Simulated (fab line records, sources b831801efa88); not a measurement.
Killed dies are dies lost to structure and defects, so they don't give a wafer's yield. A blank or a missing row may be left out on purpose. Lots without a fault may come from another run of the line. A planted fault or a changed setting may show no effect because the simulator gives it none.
One fault seen from 2 desks | flow gf180mcu | each desk has only its own numbers; what lay behind them comes last

THE METROLOGY DESK
What the gauges read, lot by lot, whatever tool the lot ran on: means of the sampled wafers that have a number. A lot is out of limits, marked OUT, if its mean lies more than 4 standard deviations from the usual mean; the brackets give that distance.
Columns: A = HV_LDD_CVD_56_THK at GF_HV_LDD_THK_MEAS_57, usual 90.2 nm; B = V2_W_RS at GF_V2_RS_MEAS_24, usual 0.329 ohm/sq
lot  | first seen here | A    | B
L417 | day 13 04:49    | 89.1 | 0.331
L421 | day 14 18:22    | 89.4 | 0.332
L422 | day 15 00:19    | 90.6 | 0.332
L423 | day 15 16:13    | 90.7 | 0.333
L424 | day 15 20:31    | 90.4 | 0.328
L425 | day 16 00:17    | 90.6 | 0.332
L426 | day 16 07:25    | 90.4 | 0.326
L427 | day 16 14:28    | 90.5 | 0.330
L428 | day 17 02:50    | 90.9 | 0.331
L429 | day 17 07:39    | 91.3 | 0.330
L436 | day 19 13:29    | 89.4 | 0.331
L437 | day 19 21:54    | 88.0 | 0.325
L438 | day 20 18:10    | 90.3 | 0.330
This desk's finding: nothing out of limits on any of the 13 lots.

THE TOOL OWNER'S DESK: litho_track-01
The tool's own readings at GF_M1_SOFTBAKE_10 (time 60 s): means of the sampled wafers that have a number, for each lot that ran on this tool. A lot is out of limits, marked OUT, if its mean lies more than 4 standard deviations from the usual mean; the brackets give that distance.
Columns: A = run_length_s at GF_M1_SOFTBAKE_10, usual 89.17 s
lot  | first seen here | A
L423 | day 20 03:56    | 89.52
L426 | day 20 21:56    | 89.45
L427 | day 21 04:11    | 89.49
L436 | day 24 02:53    | 99.96 (+41) OUT
L437 | day 24 10:16    | 99.95 (+41) OUT
This desk's finding: out of limits on L436, L437; first on L436, day 24 02:53 (run_length_s at GF_M1_SOFTBAKE_10). In limits: L423, L426, L427.

PUT TOGETHER
The tool owner's desk could have raised an alarm at day 24 02:53, on L436, L437.
The metrology desk saw nothing out of limits.
The metrology desk has L436, L437 on record, within its limits.
Of the lots named, all ran GF_M1_SOFTBAKE_10 on litho_track-01.

WHAT THE SIMULATOR HAD PUT IN
Process parameter drift: litho_track-01, from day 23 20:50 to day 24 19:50, at GF_M1_SOFTBAKE_10. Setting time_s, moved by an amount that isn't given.
Lots struck among those shown: L436, L437.
Hours from the fault's start to each desk's first reading out of limits: the tool owner's desk, 6.
